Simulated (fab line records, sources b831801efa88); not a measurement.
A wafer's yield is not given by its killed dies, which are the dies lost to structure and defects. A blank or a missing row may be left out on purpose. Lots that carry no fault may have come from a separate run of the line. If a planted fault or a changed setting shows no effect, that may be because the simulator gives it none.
Comparing a struck lot with a sound one :: flow gf180mcu :: 30 steps out of a route of 602
Sound: these wafers, L663.1, L663.2, L663.6. Struck: wafers L662.1, L662.2, L662.6. The cause is given at the end.
Order at every step that has rows: each side's tool, ch and its chambers, its first start. Under that, the readings that differ: sound wafers :: struck wafers :: difference of the means :: sigmas: that difference in standard deviations of wafers without a fault.
alike: a reading whose means differ by less than 2 such deviations, as well as words and numbers matching on both sides. not compared: withheld readings; readings where some wafer has no value; bounds like >300 that might hide an equal value; numbers whose values overlap and for which the record gives no deviation.
Wherever a step has rows on one side only, a row that says differs or no value, or a row with sigmas, the two part there. Numbers that don't overlap but have no deviation are shown without sigmas and don't part them. Lack of a reading on every wafer of one side parts them only where that side has two or more wafers.

GF_HV_LDD_TW_MEAS_23:
  sound on film_metro-04, day 16 18:43; struck on film_metro-02, day 16 13:41
  alike: HV_LDD_2_TW
then, 7 steps without rows for these wafers: GF_HV_LDD_DEHYDRATE_24 (time 60 s); GF_HV_LDD_HMDS_25 (prime time 60 s); GF_HV_LDD_COAT_26 (resist thk 1000 nm); GF_HV_LDD_SOFTBAKE_27 (time 60 s); GF_HV_LDD_EXPOSE_28 (exposes mask Nplus HV AREA, target cd 400 nm); GF_HV_LDD_PEB_29; GF_HV_LDD_DEVELOP_30 (develop time 60 s).
GF_HV_LDD_CD_MEAS_31 targets a cd of 400 nm.
  sound on cd_sem-02, day 17 16:43; struck on cd_sem-01, day 17 12:08
  alike: cd_nm
GF_HV_LDD_OVL_MEAS_32:
  sound on overlay-02, day 17 16:50; struck on overlay-02, day 17 12:16
  alike: HV_LDD_02_OVL
then, 2 steps without rows for these wafers: GF_HV_LDD_IMPLANT_33; GF_HV_LDD_IMPLANT_34.
GF_HV_LDD_IMPLANT_35:
  sound on implanter-01 ch 0, day 17 17:10; struck on implanter-01, day 17 12:35
  no value came back on the struck wafers for beam_energy_keV, beam_on_s (s), implant_ion_amu; on the sound wafers beam_energy_keV reads 59.988 59.984 59.996
following that, these wafers have no rows for 1 step: GF_HV_LDD_IMPLANT_36.
GF_HV_LDD_STRIP_37: strips in O2/N2.
  sound on plasma_asher-01 ch 0,1, day 17 17:28; struck on plasma_asher-03 ch 0,1, day 17 12:53
reading: drypump_motor_current_A (A)
sound: 5.2 5.0 5.2
struck: 5.9 5.9 5.9
difference: +0.8
sigmas: +2

reading: heater_power_w (W)
sound: 279 331 287
struck: 377 341 344
difference: +55
sigmas: +2
  alike: oes_product_au, strip_time_to_endpoint_s
  not compared: rf_hours_counter_h
GF_HV_LDD_TW_MEAS_38:
  sound on film_metro-01, day 17 17:34; struck on film_metro-04, day 17 13:13
reading: HV_LDD_3_TW
sound: 1434 1432 1437
struck: 1308 1307 1305
difference: -128
sigmas: -16
  not compared: hold
then, 6 steps without rows for these wafers: GF_HV_LDD_HMDS_40 (prime time 60 s); GF_HV_LDD_COAT_41 (resist thk 1000 nm); GF_HV_LDD_SOFTBAKE_42 (time 60 s); GF_HV_LDD_EXPOSE_43 (exposes mask Pplus HV AREA, target cd 400 nm); GF_HV_LDD_PEB_44; GF_HV_LDD_DEVELOP_45 (develop time 60 s).
GF_HV_LDD_CD_MEAS_46 targets a cd of 400 nm.
  sound on cd_sem-01, day 18 16:37; struck on cd_sem-02, day 18 12:16
  alike: cd_nm
GF_HV_LDD_OVL_MEAS_47:
  sound on overlay-02, day 18 16:44; struck on overlay-01, day 18 12:23
  alike: HV_LDD_03_OVL
following that, these wafers have no rows for 1 step: GF_HV_LDD_IMPLANT_48.
GF_HV_LDD_STRIP_49: strips in O2/N2.
  sound on plasma_asher-03 ch 0,1, day 18 16:55; struck on plasma_asher-03 ch 0,1, day 18 12:34
  alike: drypump_motor_current_A, heater_power_w, oes_product_au, strip_time_to_endpoint_s
  not compared: rf_hours_counter_h
GF_HV_LDD_TW_MEAS_50:
  sound on film_metro-04, day 18 17:02; struck on film_metro-04, day 18 12:40
  alike: HV_LDD_4_TW
then, 1 step without rows for these wafers: GF_HV_LDD_CLEAN_51 (cleans in SC1/SC2, time 150 s).
GF_HV_LDD_RTA_52: time 10 s.
  sound on rtp_anneal-02 ch 0, day 18 17:09; struck on rtp_anneal-01 ch 0, day 18 12:46
reading: wafer_temp_C_max
sound: 1006.7 1009.3 1005.8
struck: 1010.6 1009.8 1012.7
difference: +3.8
sigmas: +2
  alike: lamp_power_pct
GF_HV_LDD_RS_MEAS_53: uses a four-point probe to measure.
  sound on film_metro-01, day 18 17:13; struck on film_metro-02, day 18 13:07
reading: HV_LDD_RS (ohm/sq)
sound: 417.6 416.9 417.7
struck: 439.7 438.9 440.0
difference: +22.1
sigmas: +27
  not compared: hold

## WHERE THEY PART
At GF_HV_LDD_IMPLANT_35 first; at GF_HV_LDD_RS_MEAS_53 last (within this record only).

WHY: what the simulator had put in
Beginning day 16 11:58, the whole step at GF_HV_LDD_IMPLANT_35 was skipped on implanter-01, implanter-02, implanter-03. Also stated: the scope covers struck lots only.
